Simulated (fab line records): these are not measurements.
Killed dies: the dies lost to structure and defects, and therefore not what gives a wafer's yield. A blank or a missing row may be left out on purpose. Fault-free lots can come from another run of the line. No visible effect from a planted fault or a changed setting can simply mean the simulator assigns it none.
The tool behind it: which one? ; flow gf180mcu ; 12 lots with 36 wafers sampled at 6 steps, on a route of 602 steps

## WHAT EACH GAUGE READ, for each wafer
GF_LVPWELL_TW_MEAS_11. Usual: LVPWELL_TW 570, standard deviation 3.8.
lot;measured;on;LVPWELL_TW;flag
L754;day 4 17:08;film-metro-01;574 574 572;
L757;day 5 05:58;film-metro-03;563 565 562;
L758;day 5 12:38;film-metro-03;563 562 560;
L759;day 5 18:56;film-metro-02;572 570 571;
L760;day 6 01:35;film-metro-02;575 576 572;
L761;day 6 08:38;film-metro-03;570 567 567;
L762;day 6 13:13;film-metro-01;570 571 569;
L764;day 7 00:20;film-metro-01;540 540 542;OFF
L765;day 7 04:44;film-metro-02;537 535 537;OFF
L766;day 7 11:14;film-metro-03;566 568 566;
L768;day 7 22:29;film-metro-02;569 570 573;
L773;day 9 04:14;film-metro-03;571 572 573;

GF_VT_IMPLANT_OVL_MEAS_18. Usual: VT_IMPLANT_01_OVL -0.2 nm, standard deviation 1.3.
lot;measured;on;VT_IMPLANT_01_OVL (nm);flag
L754;day 7 06:57;overlay-02;0.3 1.5 0.7;
L757;day 7 21:43;overlay-01;0.2 0.1 -1.0;
L758;day 8 05:20;overlay-01;0.1 -2.1 -0.2;
L759;day 8 12:41;overlay-02;-1.2 2.0 0.5;
L760;day 8 19:26;overlay-02;1.8 1.5 2.3;
L761;day 9 05:02;overlay-01;-0.2 0.3 -0.4;
L762;day 9 09:21;overlay-01;-1.1 -1.1 0.8;
L764;day 9 20:35;overlay-01;-3.1 -3.4 -2.5;
L765;day 10 02:02;overlay-01;-1.6 -1.3 -2.3;
L766;day 10 09:33;overlay-02;-0.4 -0.6 1.2;
L768;day 10 21:05;overlay-02;1.1 1.4 0.4;
L773;day 12 07:05;overlay-01;-1.3 -1.6 -0.8;

GF_VT_IMPLANT_RS_MEAS_48: a four-point-probe measurement. Usual: LVPWELL_RS 1197 ohm/sq, standard deviation 3.9.
lot;measured;on;LVPWELL_RS (ohm/sq);flag
L754;day 8 18:03;film-metro-02;1199 1199 1198;
L757;day 9 08:56;film-metro-01;1199 1203 1206;
L758;day 9 16:56;film-metro-03;1195 1195 1194;
L759;day 10 01:00;film-metro-03;1194 1196 1194;
L760;day 10 08:04;film-metro-01;1199 1200 1198;
L761;day 10 17:14;film-metro-02;1195 1197 1196;
L762;day 10 22:32;film-metro-03;1192 1195 1196;
L764;day 11 09:45;film-metro-03;1485 1482 1484;OFF
L765;day 11 16:37;film-metro-01;1497 1492 1495;OFF
L766;day 12 00:41;film-metro-01;1202 1203 1198;
L768;day 12 13:10;film-metro-01;1195 1201 1199;
L773;day 14 00:10;film-metro-03;1191 1190 1189;

GF_DUAL_GATE_THK_MEAS_03. Usual: DUAL_GATE_OXIDATION_00_THK 10.86 nm, standard deviation 0.19.
lot;measured;on;DUAL_GATE_OXIDATION_00_THK (nm);flag
L754;day 8 19:58;film-metro-04;10.90 11.04 11.03;
L757;day 9 11:28;film-metro-01;11.20 11.37 11.10;
L758;day 9 20:41;film-metro-03;10.96 11.01 10.98;
L759;day 10 03:22;film-metro-04;10.98 10.81 10.68;
L760;day 10 10:03;film-metro-01;10.56 10.90 10.87;
L761;day 10 19:05;film-metro-01;11.03 11.10 11.08;
L762;day 11 01:11;film-metro-04;10.87 10.79 10.95;
L764;day 11 11:37;film-metro-04;10.78 10.93 10.80;
L765;day 11 18:30;film-metro-03;10.68 10.94 10.88;
L766;day 12 02:33;film-metro-03;10.53 10.39 10.27;
L768;day 12 16:20;film-metro-01;10.57 10.59 10.60;
L773;day 14 02:58;film-metro-04;11.01 11.11 11.04;

## EACH LOT AND THE TOOL THAT RAN IT (in order: tool; ch and the chambers of the sampled wafers; start)
lot;GF_STI_CMP_25;GF_LVPWELL_IMPLANT_09
L754;cmp-02 ch 0,2,3, day 2 20:20;implanter-01 ch 0, day 4 16:55
L757;cmp-02 ch 0,2,3, day 3 09:47;implanter-02 ch 0, day 5 05:45
L758;cmp-02 ch 0,1,2, day 3 15:21;implanter-01 ch 0, day 5 12:24
L759;cmp-02 ch 1,3, day 3 22:12;implanter-02 ch 0, day 5 18:42
L760;cmp-02 ch 1,2, day 4 02:32;implanter-03 ch 0, day 6 01:20
L761;cmp-01 ch 0,1,3, day 4 08:40;implanter-03 ch 0, day 6 08:23
L762;cmp-01 ch 0,1,2, day 4 13:06;implanter-03 ch 0, day 6 13:01
L764;cmp-01 ch 0,1, day 4 23:01;implanter-03 ch 0, day 7 00:07
L765;cmp-02 ch 0,1,3, day 5 04:10;implanter-03 ch 0, day 7 04:29
L766;cmp-02 ch 0,1, day 5 09:07;implanter-01 ch 0, day 7 11:01
L768;cmp-01 ch 2,3, day 5 19:34;implanter-01 ch 0, day 7 22:14
L773;cmp-02 ch 0,1,3, day 6 21:29;implanter-02 ch 0, day 9 03:59
- GF_STI_CMP_25: polishes, stops on Si3N4, t overpolish 33 s, target thk 524.6 nm.
- GF_LVPWELL_IMPLANT_09

## AS READ BY THE TOOLS THEMSELVES (means over the sampled wafers that have a number; for cases with no such wafer, the mark the record gives instead)
GF_STI_CMP_25. Usual: head-pressure-psi 3.999 psi, standard deviation 0.0091; motor-current-A 12.9 A, standard deviation 1.4; overpolish-run-s 33.000 s, standard deviation 0.01; time-to-endpoint-s 123 s, standard deviation 3.5.
lot;tool;head-pressure-psi (psi);motor-current-A (A);overpolish-run-s (s);time-to-endpoint-s (s);flag
L754;cmp-02;3.992;13.9;32.995;123;
L757;cmp-02;4.003;14.0;33.005;124;
L758;cmp-02;3.997;12.8;32.998;122;
L759;cmp-02;3.993;12.7;33.007;121;
L760;cmp-02;4.001;12.9;33.002;119;
L761;cmp-01;3.999;11.7;33.001;121;
L762;cmp-01;3.993;11.7;32.998;123;
L764;cmp-01;4.012;12.0;33.002;126;
L765;cmp-02;4.003;13.2;32.993;121;
L766;cmp-02;4.004;12.2;32.999;125;
L768;cmp-01;3.987;11.7;33.005;131;
L773;cmp-02;4.005;13.4;32.995;121;

GF_LVPWELL_IMPLANT_09. Usual: dose-ions-cm2 5e+12, standard deviation 5.1e+09; faraday-current-uA 28.3, standard deviation 0.53.
lot;tool;dose-ions-cm2;faraday-current-uA;flag
L754;implanter-01;5e+12;27.6;
L757;implanter-02;5e+12;28.2;
L758;implanter-01;5e+12;28.1;
L759;implanter-02;5e+12;28.3;
L760;implanter-03;5e+12;28.3;
L761;implanter-03;5e+12;28.2;
L762;implanter-03;5e+12;28.4;
L764;implanter-03;5e+11;2.8;OFF
L765;implanter-03;5e+11;2.8;OFF
L766;implanter-01;5e+12;28.1;
L768;implanter-01;5e+12;28.4;
L773;implanter-02;5e+12;28.1;

## THE ANSWER, worked out from the rows above alone
Rule: a lot is off if the mean of its wafers that have a number lies more than 3 standard deviations from the usual mean. Also off: a lot with no number at a reading for which 4 or more lots have one. Any other lot the step has rows for is counted as sound. After the gauges, taken in route order, come the tools' own readings; for these a lot's mean is taken, as printed above. At the first step where some lot is off, the reading lying furthest off is the one used; lots without a number count as furthest.
Off: L764, L765, seen at GF_LVPWELL_TW_MEAS_11 (LVPWELL_TW).
If a tool, at a process step before that reading, ran all the lots that are off and no sound lot after the first of them, it fits. The gauges at GF_LVPWELL_TW_MEAS_11 aren't tried: what is off there is off at GF_LVPWELL_IMPLANT_09 too, on other tools, and a gauge's error can't cause that. One fits: implanter-03 at GF_LVPWELL_IMPLANT_09. A fault onset in the window from L762 (day 6 13:01, its last sound lot) to L764 (day 7 00:07, its first lot off) fits.
The tool's own readings at GF_LVPWELL_IMPLANT_09 bear it out: on the lots that are off they differ by more than 5 times the standard deviation of the sound lots' means. dose-ions-cm2 reads 5e+11 there against 5e+12 on the sound lots; faraday-current-uA reads 2.8 there against 28.2 on the sound lots.

## WHAT HAD BEEN PUT IN BY THE SIMULATOR
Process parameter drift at GF_LVPWELL_IMPLANT_09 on implanter-03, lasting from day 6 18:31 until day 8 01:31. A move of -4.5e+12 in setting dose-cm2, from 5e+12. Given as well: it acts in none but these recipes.
Shown lots that were struck: L764, L765. The same result came from the rule above.
